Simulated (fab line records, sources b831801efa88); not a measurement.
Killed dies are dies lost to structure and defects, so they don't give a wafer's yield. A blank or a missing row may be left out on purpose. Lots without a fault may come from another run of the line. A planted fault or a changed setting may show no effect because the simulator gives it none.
Chamber matching | flow gf180mcu | GF_PASSIVATION_ETCH_11 on rie_diel-03: 4 sister chambers
The step etches the open film in CF4/O2, stops on TiN, target depth 2040 nm, time 453.3 s. 27 wafers are shown with their chamber, then 12 later ones without.

WAFERS WITH THEIR CHAMBER
wafer  | chamber | drypump_motor_current_A (A) | oes_product_au (a.u.) | throttle_valve_pct (%)
L075.1 | 2       | 5.8                         | 0.987                 | 5.978
L075.2 | 3       | 6.4                         | 0.979                 | 5.957
L075.3 | 1       | 5.7                         | 0.993                 | 5.966
L075.4 | 0       | 5.4                         | 0.985                 | 5.959
L075.5 | 0       | 5.4                         | 0.991                 | 5.963
L075.6 | 1       | 5.6                         | 0.998                 | 5.976
L079.1 | 1       | 5.6                         | 0.989                 | 5.976
L079.3 | 0       | 5.4                         | 1.002                 | 5.951
L079.4 | 2       | 5.8                         | 0.990                 | 5.969
L080.1 | 1       | 5.6                         | 0.992                 | 5.964
L080.3 | 2       | 5.8                         | 0.984                 | 5.968
L080.4 | 0       | 5.4                         | 0.983                 | 5.958
L081.1 | 0       | 5.4                         | 0.989                 | 5.968
L081.2 | 1       | 5.6                         | 0.989                 | 5.969
L081.3 | 3       | 6.4                         | 0.986                 | 5.973
L081.4 | 2       | 5.8                         | 0.981                 | 5.958
L081.5 | 2       | 5.7                         | 0.983                 | 5.965
L081.6 | 1       | 5.6                         | 0.989                 | 5.962
L085.1 | 3       | 6.4                         | 0.987                 | 5.968
L085.2 | 0       | 5.4                         | 0.991                 | 5.974
L085.3 | 1       | 5.7                         | 0.988                 | 5.971
L085.4 | 2       | 5.8                         | 0.985                 | 5.971
L085.5 | 1       | 5.7                         | 0.992                 | 5.962
L085.6 | 0       | 5.4                         | 0.994                 | 5.953
L087.1 | 0       | 5.4                         | 0.996                 | 5.972
L087.2 | 3       | 6.4                         | 0.985                 | 5.960
L087.3 | 2       | 5.8                         | 0.995                 | 5.955

SIGNATURES (means of the wafers above)
reading                 | chamber 0 | chamber 1 | chamber 2 | chamber 3 | scatter within a chamber
drypump_motor_current_A | 5.400     | 5.638     | 5.786     | 6.400     | 0.0345
oes_product_au          | 0.99138   | 0.99125   | 0.98643   | 0.98425   | 0.0047
throttle_valve_pct      | 5.96225   | 5.96825   | 5.96629   | 5.96450   | 0.00742
Rule: a wafer's distance from a chamber is the root of the sum, over the readings, of the square of ((its reading less the chamber's mean) divided by the reading's scatter). The wafer belongs to the nearest chamber; if the next one is less than 2 further off, it can't be placed. The scatter: the root of (the sum of the squares of (reading less its chamber's mean) over the shown wafers, divided by (wafers less chambers)).

WAFERS WITHOUT THEIR CHAMBER
wafer  | drypump_motor_current_A (A) | oes_product_au (a.u.) | throttle_valve_pct (%)
L089.2 | 5.8                         | 0.989                 | 5.977
L089.5 | 5.6                         | 0.990                 | 5.956
L089.6 | 5.4                         | 0.994                 | 5.982
L091.1 | 5.4                         | 0.990                 | 5.955
L091.2 | 5.6                         | 1.000                 | 5.970
L091.3 | 6.4                         | 0.987                 | 5.949
L091.4 | 5.8                         | 0.990                 | 5.967
L091.5 | 5.4                         | 0.988                 | 5.965
L091.6 | 6.4                         | 0.981                 | 5.977
L094.2 | 6.4                         | 0.981                 | 5.960
L094.4 | 5.6                         | 0.991                 | 5.967
L094.5 | 6.4                         | 0.972                 | 5.953

WHICH CHAMBER EACH WENT THROUGH
wafer  | from the rows above | in truth
L089.2 | 2                   | 2
L089.5 | 1                   | 1
L089.6 | 0                   | 0
L091.1 | 0                   | 0
L091.2 | 1                   | 1
L091.3 | 3                   | 3
L091.4 | 2                   | 2
L091.5 | 0                   | 0
L091.6 | 3                   | 3
L094.2 | 3                   | 3
L094.4 | 1                   | 1
L094.5 | 3                   | 3
Placed correctly: 12 of 12. Can't be placed from these rows: 0. Placed wrongly: 0.
